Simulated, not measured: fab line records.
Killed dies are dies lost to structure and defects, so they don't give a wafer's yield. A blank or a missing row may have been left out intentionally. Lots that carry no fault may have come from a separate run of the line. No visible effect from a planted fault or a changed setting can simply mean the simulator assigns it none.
fab line records	flow sky130
[record] lots = 11	wafers = 33	last-day = 50
route steps=708 shown METAL3@564 CAP2M@616 METAL4@633 VIA4@652 PAD_OPEN@708
lots that met no fault: from a run of the same line without faults
start-h: hours from the record's first day to the start of the lot's first wafer shown	wait-h: hours since the lot's step before	" identical to the entry in the row above	L1.1+2: one row covering several wafers at once	- no value, or no start given	* or withheld: withheld	< > ~ a bound
route shown NAME@n: names a module that has steps shown in the file, with the first one's number in the route	usual: mean and standard deviation over wafers with no fault	same: alike in all rows	chamber/n: place in a boat	sites: readings site by site	_std_site: the standard deviation of these	_edge_site: the outer-site mean with the inner-site mean subtracted	radius-mm: how far each site lies from the wafer's centre	mask NAME#n: copy n	behind: tool/chamber where the wafer was last shaped	hold: why the lot was held/for how many hours/how that ended	device: whichever transistor did not switch (one of n, p or np)	end of line: tests run on the same wafers once the route is complete	a step with no rows: only its recipe	killed: at the first sort, the dies lost to defects and structure; wafer yield is something else	map: the dies of a wafer, with x for killed, . for not killed, _ for no die there
set.NAME: setting as actually run; set.NAME@STEP: the setting as run at that earlier step	model.NAME: the simulator's own value behind a step, which no gauge read
steps of the route over a sample of lots; a table a step, a row a wafer
services: from which hour (start-h, from the record's first day; less than 0 if before it) a tool's chamber was out of use, for how many hours, and why
[[steps]]
[step SKY_METAL3_OVL_MEAS_14]
[usual] METAL3_OVL = -1/4.7
lot.wafer	tool	chamber	start-h	wait-h	METAL3_OVL[nm]
L210.1	overlay-02	-	896.20	0.1	14
L210.4	"	-	"	"	7
L210.6	"	-	"	"	3
L211.1	overlay-02	-	906.35	0.1	-8
L211.2	"	-	"	"	-4
L211.6	"	-	"	"	-3
L212.3	overlay-02	-	918.23	0.1	0
L212.5	"	-	"	"	6
L212.6	"	-	"	"	1
L214.3	overlay-01	-	935.88	0.1	1
L214.5	"	-	"	"	-3
L214.6	"	-	"	"	-1
L213.3	overlay-02	-	936.13	0.1	-2
L213.4	"	-	"	"	2
L213.5	"	-	"	"	7
L218.2	overlay-01	-	964.82	0.1	-1
L218.5	"	-	"	"	2
L218.6	"	-	"	"	-4
L223.2	overlay-01	-	999.93	0.1	-4
L223.5	"	-	"	"	-8
L223.6	"	-	"	"	-3
L227.2	overlay-02	-	1022.03	0.1	0
L227.3	"	-	"	"	-3
L227.5	"	-	"	"	0
L230.2	overlay-02	-	1044.77	0.1	-6
L230.3	"	-	"	"	-2
L230.4	"	-	"	"	-3
L231.4	overlay-01	-	1045.79	0.1	-2
L231.5	"	-	"	"	-6
L231.6	"	-	"	"	-5
L232.1	overlay-02	-	1049.45	0.1	0
L232.3	"	-	"	"	-1
L232.5	"	-	"	"	2
[step SKY_CAP2M_METAL_ETCH_13]
[recipe] target-depth-nm = 220	stop-on = SiO2	chemistry = Cl2/BCl3	target = TiN	pressure-mtorr = 10	icp-w = 900	bias-w = 48.5	Cl2_flow_sccm = 60	bcl3-flow-sccm = 30	time-s = 62.9
[usual] bcl3-flow-sccm = 29.99/0.092	drypump-motor-current-A = 5.7/0.52	oes-product-au = 0.940/0.0074	throttle-valve-pct = 21.902/0.01
lot.wafer	tool	chamber	start-h	wait-h	bcl3-flow-sccm	drypump-motor-current-A	oes-product-au	rf-hours-counter-h	throttle-valve-pct
L210.1	rie-metal-03	0	948.28	0.0	29.88	5.6	0.920	11	21.918
L210.4	"	0	"	"	29.94	5.6	0.927	-	21.899
L210.6	"	1	"	"	29.79	6.5	0.925	-	21.921
L211.1	rie-metal-03	0	957.85	0.0	29.98	5.6	0.947	11	21.895
L211.2	"	1	"	"	30.06	6.5	0.939	7	21.893
L211.6	"	1	"	"	30.11	6.5	0.940	-	21.908
L212.3	rie-metal-03	0	969.32	0.0	29.97	5.5	0.947	-	21.883
L212.5	"	0	"	"	29.90	5.6	0.944	-	21.901
L212.6	"	1	"	"	29.89	6.5	0.940	-	21.910
L214.3	rie-metal-01	1	987.71	0.0	30.00	5.0	0.942	-	21.914
L214.5	"	1	"	"	29.94	5.0	0.932	-	21.909
L214.6	"	0	"	"	30.03	5.3	0.932	-	21.905
L213.3	rie-metal-01	0	988.19	0.0	30.01	5.3	0.947	-	21.880
L213.4	"	1	"	"	30.07	5.0	0.940	-	21.878
L213.5	"	0	"	"	30.06	5.3	0.943	-	21.907
L218.2	rie-metal-01	0	1015.47	0.0	30.18	5.2	0.952	7	21.897
L218.5	"	1	"	"	30.12	5.0	0.940	-	21.886
L218.6	"	0	"	"	30.17	5.3	0.939	-	21.905
L223.2	rie-metal-02	1	1048.70	0.0	29.81	6.0	0.933	16	21.901
L223.5	"	0	"	"	29.88	5.9	0.943	-	21.896
L223.6	"	1	"	"	29.98	6.0	0.930	-	21.905
L227.2	rie-metal-02	1	1069.80	0.0	29.96	6.0	0.960	17	21.881
L227.3	"	1	"	"	29.95	6.0	0.959	-	21.907
L227.5	"	1	"	"	30.00	6.0	0.957	-	21.878
L230.2	rie-metal-01	0	1091.70	0.0	30.08	5.3	0.950	12	21.904
L230.3	"	1	"	"	29.93	5.0	0.952	-	21.896
L230.4	"	0	"	"	30.16	5.2	0.942	-	21.898
L231.4	rie-metal-01	0	1092.54	0.0	30.01	5.2	0.932	-	21.898
L231.5	"	1	"	"	29.97	5.0	0.942	-	21.915
L231.6	"	0	"	"	30.13	5.2	0.935	-	21.883
L232.1	rie-metal-03	1	1095.15	0.0	30.10	6.5	0.940	14	21.896
L232.3	"	1	"	"	30.12	6.5	0.941	-	21.886
L232.5	"	0	"	"	29.96	5.6	0.945	-	21.903
[step SKY_METAL4_ETCH_17]
[recipe] target = SiO2	stop-on = TiN	chemistry = C4F8/O2/Ar	source-w = 1500	bias-w = 1200	pressure-mtorr = 40	c4f8-flow-sccm = withheld	O2_flow_sccm = 6	Ar_flow_sccm = 300	time-s = 3.9	target-depth-a = 150
[usual] oes-product-au = 0.755/0.007
lot.wafer	tool	chamber	start-h	wait-h	oes-product-au	rf-hours-counter-h
L210.1	rie-diel-01	1	973.39	0.1	0.757	29
L210.4	"	2	"	"	0.765	26
L210.6	"	3	"	"	0.755	-
L211.1	rie-diel-01	1	982.62	0.1	0.753	29
L211.2	"	2	"	"	0.747	26
L211.6	"	0	"	"	0.755	-
L212.3	rie-diel-03	2	993.97	0.0	0.760	9
L212.5	"	2	"	"	0.756	-
L212.6	"	3	"	"	0.765	-
L214.3	rie-diel-03	0	1012.15	0.0	0.753	11
L214.5	"	0	"	"	0.761	-
L214.6	"	3	"	"	0.753	-
L213.3	rie-diel-01	0	1012.72	0.0	0.748	18
L213.4	"	0	"	"	0.763	-
L213.5	"	3	"	"	0.751	-
L218.2	rie-diel-01	2	1039.20	0.1	0.709	28
L218.5	"	0	"	"	0.757	-
L218.6	"	1	"	"	0.760	-
L223.2	rie-diel-01	3	1071.70	0.1	0.699	21
L223.5	"	1	"	"	0.766	-
L223.6	"	2	"	"	0.759	-
L227.2	rie-diel-04	3	1091.67	0.1	0.746	14
L227.3	"	0	"	"	0.751	22
L227.5	"	1	"	"	0.752	-
L230.2	rie-diel-04	0	1112.80	0.1	0.757	23
L230.3	"	3	"	"	0.750	14
L230.4	"	1	"	"	0.754	17
L231.4	rie-diel-04	0	1114.17	0.0	0.752	23
L231.5	"	2	"	"	0.761	-
L231.6	"	1	"	"	0.749	-
L232.1	rie-diel-03	2	1116.64	0.1	0.759	13
L232.3	"	3	"	"	0.755	16
L232.5	"	0	"	"	0.753	-
[step SKY_VIA4_STRIP_13]
[recipe] chemistry = O2/N2	power-w = 1400	pressure-mtorr = 1500	platen-temp-c = withheld	o2-flow-sccm = 3000	n2-flow-sccm = 300	overash-fraction = 0.5
[usual] drypump-motor-current-A = 6.0/0.4	oes-product-au = 0.709/0.005	strip-time-to-endpoint-s = 12.80/0.032
lot.wafer	tool	chamber	start-h	wait-h	drypump-motor-current-A	oes-product-au	rf-hours-counter-h	strip-time-to-endpoint-s
L210.1	plasma-asher-02	1	997.94	-	5.8	0.712	50	12.79
L210.4	"	1	"	"	5.8	0.701	-	12.78
L210.6	"	1	"	"	5.8	0.713	-	12.79
L211.1	plasma-asher-02	0	1007.51	-	6.5	0.713	51	12.75
L211.2	"	1	"	"	5.7	0.705	51	12.77
L211.6	"	0	"	"	6.5	0.713	-	12.80
L212.3	plasma-asher-04	0	1018.55	-	5.6	0.706	-	12.78
L212.5	"	1	"	"	6.0	0.710	-	12.78
L212.6	"	0	"	"	5.7	0.719	-	12.78
L214.3	plasma-asher-02	1	1036.79	-	5.7	0.711	-	12.84
L214.5	"	0	"	"	6.5	0.711	-	12.85
L214.6	"	1	"	"	5.7	0.715	-	12.79
L213.3	plasma-asher-04	0	1037.09	-	5.6	0.719	-	12.80
L213.4	"	1	"	"	6.0	0.708	-	12.76
L213.5	"	1	"	"	6.0	0.707	-	12.82
L218.2	plasma-asher-02	1	1062.49	-	5.7	0.713	56	12.77
L218.5	"	0	"	"	6.6	0.703	-	12.80
L218.6	"	1	"	"	5.7	0.704	-	12.84
L223.2	plasma-asher-04	0	1094.01	-	5.7	0.713	3	12.80
L223.5	"	1	"	"	6.0	0.699	-	12.80
L223.6	"	0	"	"	5.7	0.701	-	12.77
L227.2	plasma-asher-04	1	1113.64	-	6.0	0.707	5	12.80
L227.3	"	0	"	"	5.6	0.694	-	12.77
L227.5	"	1	"	"	6.0	0.708	-	12.81
L230.2	plasma-asher-02	1	1133.99	-	5.8	0.715	63	12.78
L230.3	"	1	"	"	5.7	0.708	-	12.77
L230.4	"	0	"	"	6.6	0.716	-	12.81
L231.4	plasma-asher-03	1	1134.67	-	6.4	0.703	-	12.77
L231.5	"	0	"	"	5.4	0.700	-	12.85
L231.6	"	1	"	"	6.3	0.709	-	12.78
L232.1	plasma-asher-02	0	1136.81	-	6.6	0.703	64	12.79
L232.3	"	0	"	"	6.6	0.711	-	12.78
L232.5	"	1	"	"	5.8	0.710	-	12.78
[step SKY_PAD_OPEN_PROBE_99]
[usual] defect-limited-yield = 82.8/2.1	killed_at_M0_to_M3 = 43/7.7	killed_at_M4_up = 3.1/1.7	killed-at-contacts = 23/4.8	killed-at-front-end = 15/4.5	killed-at-other = 0.3/0.58	killed-dies = 85/10	killed-open = 46/7.5	killed-short = 38/6.5
[same] gross-dies = 492	killed-at-back-side = 0
lot.wafer	tool	chamber	start-h	wait-h	defect-limited-yield[%]	killed_at_M0_to_M3	killed_at_M4_up	killed-at-contacts	killed-at-front-end	killed-at-other	killed-dies	killed-open	killed-short
L210.1	prober-02	-	1070.44	0.1	83.9	36	4	28	9	2	79	42	37
L210.4	prober-02	-	1070.59	0.2	84.8	34	2	19	20	0	75	41	34
L210.6	prober-02	-	1070.69	0.2	83.3	37	4	24	17	0	82	48	34
L211.1	prober-01	-	1078.09	0.1	80.5	54	5	20	17	0	96	45	51
L211.2	prober-01	-	1078.14	0.1	82.1	47	5	26	10	0	88	55	33
L211.6	prober-01	-	1078.34	0.2	79.1	62	2	22	17	0	103	51	52
L212.3	prober-01	-	1087.79	0.2	83.7	53	2	17	8	0	80	41	39
L212.5	prober-01	-	1087.89	0.2	84.1	43	0	27	8	0	78	45	33
L212.6	prober-01	-	1087.94	0.2	84.1	42	2	20	14	0	78	51	27
L214.3	prober-02	-	1103.52	0.2	85.0	40	2	18	11	3	74	31	40
L214.5	prober-02	-	1103.62	0.2	83.3	38	4	21	19	0	82	36	46
L214.6	prober-02	-	1103.67	0.2	83.5	44	3	21	12	1	81	36	44
L213.3	prober-01	-	1106.07	0.2	82.9	44	2	30	8	0	84	48	36
L213.4	prober-01	-	1106.12	0.2	83.1	38	4	25	16	0	83	47	36
L213.5	prober-01	-	1106.17	0.2	82.1	46	3	23	16	0	88	48	39
L218.2	prober-01	-	1129.23	0.1	83.1	46	3	24	10	0	83	48	35
L218.5	prober-01	-	1129.38	0.2	81.3	61	3	18	10	0	92	46	46
L218.6	prober-01	-	1129.43	0.2	85.8	37	2	22	9	0	70	35	35
L223.2	prober-01	-	1157.80	0.1	88.0	32	2	17	7	1	59	38	21
L223.5	prober-01	-	1157.95	0.2	80.3	58	3	21	15	0	97	63	34
L223.6	prober-01	-	1158.00	0.2	83.9	47	2	20	10	0	79	41	38
L227.2	prober-01	-	1173.73	0.1	84.3	35	4	22	15	1	77	46	31
L227.3	prober-01	-	1173.78	0.2	81.7	50	1	23	15	1	90	49	41
L227.5	prober-01	-	1173.88	0.2	82.9	38	3	23	19	1	84	46	38
L230.2	prober-02	-	1191.13	0.1	75.8	58	3	42	16	0	119	73	45
L230.3	prober-02	-	1191.18	0.2	82.5	45	3	21	17	0	86	50	36
L230.4	prober-02	-	1191.23	0.2	78.9	53	2	23	26	0	104	52	51
L231.4	prober-01	-	1191.50	0.2	82.9	35	2	32	15	0	84	43	41
L231.5	prober-01	-	1191.55	0.2	83.9	36	3	31	9	0	79	51	28
L231.6	prober-01	-	1191.60	0.2	84.3	45	6	16	10	0	77	48	29
L232.1	prober-02	-	1193.62	0.1	81.1	49	4	25	15	0	93	46	47
L232.3	prober-02	-	1193.72	0.2	81.5	36	3	27	25	0	91	54	37
L232.5	prober-02	-	1193.82	0.2	86.0	35	1	20	13	0	69	44	25
// killed by level:class
L210.1 CONTACT:geometric-particle:open=10 VIA1:geometric-particle:open=8 LI_CONTACT:geometric-particle:open=7 VIA3:geometric-particle:open=7 VIA1:geometric-particle:short=5 VIA2:geometric-particle:short=5 POLY_GATE:geometric-particle:short=4 CONTACT:geometric-particle:short=4
L210.4 POLY_GATE:geometric-particle:short=7 FIELD_ISO:geometric-particle:open=6 VIA1:geometric-particle:open=6 CONTACT:geometric-particle:open=5 VIA2:geometric-particle:open=5 POLY_GATE:geometric-particle:open=4 VIA3:geometric-particle:short=4 LI_CONTACT:geometric-particle:open=4
L210.6 VIA1:geometric-particle:open=10 CONTACT:geometric-particle:open=9 FIELD_ISO:geometric-particle:open=7 LI_CONTACT:geometric-particle:open=5 CONTACT:geometric-particle:short=5 VIA3:geometric-particle:open=5 LOCAL_INTERCONNECT:geometric-particle:short=4 POLY_GATE:geometric-particle:open=4
L211.1 VIA1:geometric-particle:open=15 CONTACT:geometric-particle:short=8 VIA1:geometric-particle:short=7 METAL2:geometric-particle:short=6 FIELD_ISO:geometric-particle:open=5 POLY_GATE:geometric-particle:short=5 CONTACT:geometric-particle:open=5 METAL1:geometric-particle:short=5
L211.2 VIA1:geometric-particle:open=13 LI_CONTACT:geometric-particle:open=9 VIA1:geometric-particle:short=8 VIA2:geometric-particle:open=7 VIA3:geometric-particle:open=7 CONTACT:geometric-particle:open=6 FIELD_ISO:geometric-particle:open=5 LI_CONTACT:geometric-particle:short=5
L211.6 VIA3:geometric-particle:open=14 VIA1:geometric-particle:open=8 CONTACT:geometric-particle:open=7 METAL2:geometric-particle:short=7 VIA1:geometric-particle:short=7 VIA2:geometric-particle:open=7 FIELD_ISO:geometric-particle:short=6 LI_CONTACT:geometric-particle:open=6
L212.3 VIA1:geometric-particle:open=9 LI_CONTACT:geometric-particle:open=8 METAL1:geometric-particle:short=8 VIA1:geometric-particle:short=7 VIA3:geometric-particle:open=7 VIA2:geometric-particle:open=6 FIELD_ISO:geometric-particle:short=5 CONTACT:geometric-particle:short=5
L212.5 VIA1:geometric-particle:open=17 CONTACT:geometric-particle:open=11 METAL2:geometric-particle:short=7 LI_CONTACT:geometric-particle:open=6 CONTACT:geometric-particle:short=5 FIELD_ISO:geometric-particle:short=4 VIA1:geometric-particle:short=4 VIA3:geometric-particle:open=4
L212.6 VIA1:geometric-particle:open=11 CONTACT:geometric-particle:open=9 FIELD_ISO:geometric-particle:open=7 VIA3:geometric-particle:open=7 VIA2:geometric-particle:open=6 METAL2:geometric-particle:short=6 LI_CONTACT:geometric-particle:open=5 FIELD_ISO:geometric-particle:short=3
L214.3 METAL1:geometric-particle:short=7 VIA1:geometric-particle:short=6 METAL2:geometric-particle:short=6 FIELD_ISO:geometric-particle:open=5 LI_CONTACT:geometric-particle:open=5 LOCAL_INTERCONNECT:geometric-particle:short=4 CONTACT:geometric-particle:short=4 CONTACT:geometric-particle:open=4
L214.5 METAL1:geometric-particle:short=8 CONTACT:geometric-particle:short=7 FIELD_ISO:geometric-particle:open=6 POLY_GATE:geometric-particle:short=5 CONTACT:geometric-particle:open=5 VIA1:geometric-particle:short=5 LOCAL_INTERCONNECT:geometric-particle:short=4 VIA1:geometric-particle:open=4
L214.6 METAL1:geometric-particle:short=9 VIA1:geometric-particle:open=7 METAL2:geometric-particle:short=7 LI_CONTACT:geometric-particle:short=5 CONTACT:geometric-particle:open=5 VIA2:geometric-particle:open=5 LI_CONTACT:geometric-particle:open=4 VIA1:geometric-particle:short=4
L213.3 VIA1:geometric-particle:open=10 CONTACT:geometric-particle:open=8 LI_CONTACT:geometric-particle:open=8 CONTACT:geometric-particle:short=8 VIA2:geometric-particle:open=6 VIA3:geometric-particle:open=6 VIA1:geometric-particle:short=5 METAL2:geometric-particle:short=5
L213.4 VIA1:geometric-particle:open=11 LI_CONTACT:geometric-particle:open=9 CONTACT:geometric-particle:open=6 VIA2:geometric-particle:open=6 FIELD_ISO:geometric-particle:short=5 VIA3:geometric-particle:short=5 CONTACT:geometric-particle:short=5 METAL3:geometric-particle:short=5
L213.5 CONTACT:geometric-particle:open=13 VIA2:geometric-particle:open=9 VIA2:geometric-particle:short=6 FIELD_ISO:geometric-particle:short=5 VIA1:geometric-particle:open=5 METAL2:geometric-particle:short=5 FIELD_ISO:geometric-particle:open=4 LI_CONTACT:geometric-particle:open=4
L218.2 CONTACT:geometric-particle:open=10 METAL2:geometric-particle:short=8 VIA3:geometric-particle:open=8 VIA1:geometric-particle:open=7 METAL1:geometric-particle:short=5 VIA2:geometric-particle:open=4 POLY_GATE:geometric-particle:open=4 LI_CONTACT:geometric-particle:open=4
L218.5 VIA1:geometric-particle:open=13 METAL1:geometric-particle:short=9 CONTACT:geometric-particle:open=9 METAL2:geometric-particle:short=8 VIA3:geometric-particle:open=7 METAL3:geometric-particle:short=5 CONTACT:geometric-particle:short=5 VIA1:geometric-particle:short=5
L218.6 VIA1:geometric-particle:open=7 LI_CONTACT:geometric-particle:open=6 CONTACT:geometric-particle:open=6 VIA1:geometric-particle:short=6 METAL1:geometric-particle:short=5 LOCAL_INTERCONNECT:geometric-particle:short=4 CONTACT:geometric-particle:short=4 VIA2:geometric-particle:open=4
L223.2 VIA2:geometric-particle:open=9 METAL1:geometric-particle:short=8 LI_CONTACT:geometric-particle:open=6 CONTACT:geometric-particle:open=6 VIA1:geometric-particle:open=4 VIA3:geometric-particle:open=3 METAL2:geometric-particle:short=3 FIELD_ISO:geometric-particle:open=2
L223.5 VIA1:geometric-particle:open=15 LI_CONTACT:geometric-particle:open=11 VIA2:geometric-particle:open=11 VIA1:geometric-particle:short=10 CONTACT:geometric-particle:open=6 METAL1:geometric-particle:short=6 FIELD_ISO:geometric-particle:open=5 POLY_GATE:geometric-particle:open=5
L223.6 VIA1:geometric-particle:open=12 LI_CONTACT:geometric-particle:open=8 VIA1:geometric-particle:short=6 VIA2:geometric-particle:open=6 METAL1:geometric-particle:short=5 FIELD_ISO:geometric-particle:short=4 CONTACT:geometric-particle:open=4 METAL2:geometric-particle:short=4
L227.2 METAL1:geometric-particle:short=9 LI_CONTACT:geometric-particle:open=8 CONTACT:geometric-particle:open=8 VIA1:geometric-particle:open=7 FIELD_ISO:geometric-particle:open=6 METAL2:geometric-particle:short=5 LOCAL_INTERCONNECT:geometric-particle:short=4 FIELD_ISO:geometric-particle:short=3
L227.3 VIA1:geometric-particle:open=11 CONTACT:geometric-particle:open=9 LI_CONTACT:geometric-particle:open=7 METAL1:geometric-particle:short=7 METAL3:geometric-particle:short=6 VIA1:geometric-particle:short=5 VIA3:geometric-particle:open=5 VIA3:geometric-particle:short=4
L227.5 VIA2:geometric-particle:open=12 VIA3:geometric-particle:open=8 LI_CONTACT:geometric-particle:open=7 LOCAL_INTERCONNECT:geometric-particle:short=6 METAL2:geometric-particle:short=5 FIELD_ISO:geometric-particle:open=4 FIELD_ISO:geometric-particle:short=4 SPACER:geometric-particle:short=4
L230.2 VIA1:geometric-particle:open=24 CONTACT:geometric-particle:open=18 LI_CONTACT:geometric-particle:open=9 LOCAL_INTERCONNECT:geometric-particle:short=7 VIA1:geometric-particle:short=6 FIELD_ISO:geometric-particle:open=5 CONTACT:geometric-particle:short=5 METAL1:geometric-particle:short=5
L230.3 CONTACT:geometric-particle:open=9 VIA1:geometric-particle:open=9 VIA2:geometric-particle:open=7 VIA1:geometric-particle:short=6 METAL1:geometric-particle:short=6 FIELD_ISO:geometric-particle:short=5 METAL1:geometric-particle:open=5 LOCAL_INTERCONNECT:geometric-particle:short=5
L230.4 VIA2:geometric-particle:open=13 CONTACT:geometric-particle:open=10 VIA1:geometric-particle:open=10 METAL2:geometric-particle:short=9 POLY_GATE:geometric-particle:short=8 VIA1:geometric-particle:short=6 LI_CONTACT:geometric-particle:short=5 FIELD_ISO:geometric-particle:open=4
L231.4 CONTACT:geometric-particle:open=12 VIA1:geometric-particle:open=10 LI_CONTACT:geometric-particle:open=8 FIELD_ISO:geometric-particle:short=7 METAL1:geometric-particle:short=6 CONTACT:geometric-particle:short=5 METAL2:geometric-particle:short=5 LOCAL_INTERCONNECT:geometric-particle:short=4
L231.5 CONTACT:geometric-particle:open=16 METAL1:geometric-particle:short=11 LI_CONTACT:geometric-particle:open=10 VIA3:geometric-particle:open=5 POLY_GATE:geometric-particle:open=4 VIA1:geometric-particle:open=4 VIA3:geometric-particle:short=4 VIA1:geometric-particle:short=3
L231.6 VIA1:geometric-particle:open=12 VIA3:geometric-particle:open=8 LI_CONTACT:geometric-particle:open=6 VIA2:geometric-particle:open=6 METAL3:geometric-particle:short=5 METAL2:geometric-particle:short=5 LOCAL_INTERCONNECT:geometric-particle:short=4 METAL4:geometric-particle:open=4
L232.1 CONTACT:geometric-particle:open=13 METAL1:geometric-particle:short=8 VIA1:geometric-particle:open=7 FIELD_ISO:geometric-particle:short=6 METAL2:geometric-particle:short=6 LI_CONTACT:geometric-particle:open=5 METAL2:geometric-particle:open=5 VIA2:geometric-particle:open=5
L232.3 CONTACT:geometric-particle:open=11 VIA1:geometric-particle:open=10 FIELD_ISO:geometric-particle:open=6 VIA2:geometric-particle:open=6 VIA3:geometric-particle:open=6 FIELD_ISO:geometric-particle:short=5 POLY_GATE:geometric-particle:short=5 LI_CONTACT:geometric-particle:open=4
L232.5 VIA2:geometric-particle:open=11 LI_CONTACT:geometric-particle:open=7 CONTACT:geometric-particle:open=7 METAL2:geometric-particle:short=7 POLY_GATE:geometric-particle:open=4 VIA3:geometric-particle:open=4 LI_CONTACT:geometric-particle:short=3 VIA1:geometric-particle:open=3
[[services]]
tool	chamber	start-h	hours	kind
rie-diel-04	2	931.10	8.4	repair
plasma-asher-03	-	936.56	0.6	repair
rie-diel-01	2	943.30	9.6	repair
rie-diel-01	0	947.26	8.4	repair
rie-diel-04	-	961.83	2.8	pm
plasma-asher-03	-	966.15	0.8	repair
rie-diel-04	-	968.13	4.3	pm
rie-metal-03	1	980.45	8.3	repair
rie-metal-03	-	983.64	14.6	pm
rie-metal-01	-	990.47	0.1	repair
rie-diel-01	1	992.92	-	clean
rie-diel-01	1	992.92	33.5	scheduled-down
rie-diel-03	-	1002.20	2.8	pm
rie-diel-03	1	1008.56	5.7	repair
rie-diel-01	0	1047.13	11.6	repair
rie-diel-03	3	1053.23	6.1	repair
plasma-asher-04	-	1055.25	9.0	pm
rie-metal-03	-	1072.20	2.7	repair
rie-diel-04	1	1075.58	9.9	repair
plasma-asher-02	-	1077.38	2.8	pm
rie-diel-03	1	1081.83	3.0	repair
rie-metal-02	1	1088.59	1.1	repair
rie-metal-03	0	1126.72	19.9	repair
rie-metal-01	1	1130.81	3.6	repair
[[key]]
[first-sign] step = SKY_METAL4_ETCH_17	reading = oes-product-au	direction = down	sigmas = 7.2	usual = 0.755	struck = 0.704
effect none on later readings
met-at SKY_METAL4_ETCH_17
struck-lots L218,L223
struck-wafers L218.2,L223.2
not-acting-at SKY_METAL3_OVL_MEAS_14,SKY_CAP2M_METAL_ETCH_13,SKY_VIA4_STRIP_13
onset-between 1012.72 1039.20
[fault] kind = process-parameter-drift	tool = rie-diel-01	chamber = -	onset-h = 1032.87	steps = SKY_METAL4_ETCH_17	channel = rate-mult	offset = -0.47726	shape = step	end-h = 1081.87	scope = struck-wafers-only
